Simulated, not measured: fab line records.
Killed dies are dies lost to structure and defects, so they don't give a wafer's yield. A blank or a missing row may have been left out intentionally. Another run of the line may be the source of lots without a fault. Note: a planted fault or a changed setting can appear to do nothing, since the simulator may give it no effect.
A single fault, viewed from 2 desks / flow gf180mcu / each desk holds nothing but its own numbers, with what lay behind them at the end

THE METROLOGY DESK
What the gauges read for every lot (on any tool): the sampled wafers with a number, averaged. A lot is out of limits, marked OUT, if its mean lies more than 4 standard deviations from the usual mean; the brackets give that distance.
Columns: A = CONTACT_W_RS at GF_CONTACT_RS_MEAS_25, usual 0.376 ohm/sq; B = CONTACT_W_THK at GF_CONTACT_THK_MEAS_26, usual 314 nm
lot=L237; first seen here=day 16 09:16; A=0.378; B=313
lot=L239; first seen here=day 17 03:47; A=0.385; B=309
lot=L240; first seen here=day 17 10:20; A=0.371; B=317
lot=L243; first seen here=day 18 17:29; A=0.381; B=310
lot=L245; first seen here=day 20 01:13; A=0.379; B=313
lot=L246; first seen here=day 20 09:13; A=0.379; B=312
lot=L247; first seen here=day 20 13:26; A=0.398; B=296
lot=L249; first seen here=day 21 05:44; A=0.391; B=301
lot=L251; first seen here=day 21 20:09; A=0.374; B=318
lot=L257; first seen here=day 23 14:15; A=0.371; B=317
lot=L258; first seen here=day 23 21:04; A=0.384; B=308
lot=L259; first seen here=day 24 08:22; A=0.382; B=309
This desk's verdict: no lot among the 12 shows anything out of limits.

THE TOOL OWNER'S DESK: cvd w-02
The tool's own readings at GF_CONTACT_CVD_24 (deposits W, target thk 300 nm, time 90.339 s): means of the sampled wafers that have a number, for each lot that ran on this tool. A lot is out of limits, marked OUT, if its mean lies more than 4 standard deviations from the usual mean; the brackets give that distance.
Columns: A = chamber pressure Torr at GF_CONTACT_CVD_24, usual 39.99 Torr; B = heater power w at GF_CONTACT_CVD_24, usual 742 W; C = susceptor temp C at GF_CONTACT_CVD_24, usual 400.06 C
lot=L239; first seen here=day 17 03:40; A=39.95; B=826; C=400.06
lot=L243; first seen here=day 18 17:23; A=39.95; B=729; C=400.36
lot=L245; first seen here=day 20 01:07; A=40.01; B=727; C=400.30
lot=L246; first seen here=day 20 09:05; A=39.97; B=794; C=400.12
lot=L247; first seen here=day 20 13:20; A=36.14 (-49) OUT; B=790; C=399.63
lot=L249; first seen here=day 21 05:38; A=38.06 (-25) OUT; B=735; C=400.08
lot=L259; first seen here=day 24 08:14; A=39.91; B=678; C=399.95
This desk's verdict: out of limits on L247, L249, starting with L247 at day 20 13:20 (chamber pressure Torr at GF_CONTACT_CVD_24). In limits: L239, L243, L245, L246, L259.

TAKEN TOGETHER
The tool owner's desk could have raised an alarm at day 20 13:20, on L247, L249.
Metrology desk: nothing out of limits seen.
The metrology desk has L247, L249 on record, within its limits.
GF_CONTACT_CVD_24 was run on cvd w-02 by each of the lots named.

WHAT THE SIMULATOR HAD INSERTED
cvd w-02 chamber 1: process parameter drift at GF_CONTACT_CVD_24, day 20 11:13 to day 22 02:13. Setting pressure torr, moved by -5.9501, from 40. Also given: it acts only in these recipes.
Lots struck among those shown: L247, L249.
Delay in hours, fault start to first out-of-limits reading, by desk: the tool owner's desk at 2.
